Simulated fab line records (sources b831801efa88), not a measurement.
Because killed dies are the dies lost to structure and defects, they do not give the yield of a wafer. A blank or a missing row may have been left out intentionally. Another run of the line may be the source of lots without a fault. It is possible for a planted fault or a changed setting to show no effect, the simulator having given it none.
What tool caused it? ; flow sky130 ; 12 lots, 36 wafers sampled, at 1 step of a route of 708

## WHAT THE GAUGES READ, wafer by wafer
SKY_FIELD_ISO_BOW_MEAS_00.
lot;measured;on;INCOMING_BOW (um)
L075;day 1 15:01;filmMetro-02;-4 1 -4
L077;day 2 01:00;filmMetro-02;0 -14 -4
L079;day 2 11:00;filmMetro-01;3 -3 -2
L081;day 2 21:00;filmMetro-03;-3 5 5
L083;day 3 07:00;filmMetro-01;-11 6 6
L085;day 3 17:01;filmMetro-03;0 -2 -4
L087;day 4 03:02;filmMetro-03;2 1 2
L089;day 4 13:01;filmMetro-01;5 -1 8
L091;day 4 23:00;filmMetro-03;-6 5 2
L093;day 5 09:00;filmMetro-01;11 -9 -9
L095;day 5 19:00;filmMetro-03;-3 -6 0
L097;day 6 05:00;filmMetro-02;10 -7 -1

## EACH LOT AND THE TOOL THAT RAN IT (in order: tool; ch and the chambers of the sampled wafers; start)
No process step before these readings appears in the record.

## THE ANSWER, worked out from the rows above alone
Rule: what is usual is taken from the lots themselves. The widest of any qualifying gaps counts: lots, ordered by their means at a reading, are off when they make up no more than a third of the lots, leave a main group of 4 or more, and stand apart from it by 3 or more times the standard deviation of that group's means. A main group whose means are all the same, to the digits that the tables above print for the reading, isn't used. A lot without any number at a reading at which 4 lots or more have one is off too. The other lots that the step has rows for count as sound.
Across all readings shown, no lot is off: no conclusion can be drawn from this.

## WHAT WAS PUT IN BY THE SIMULATOR
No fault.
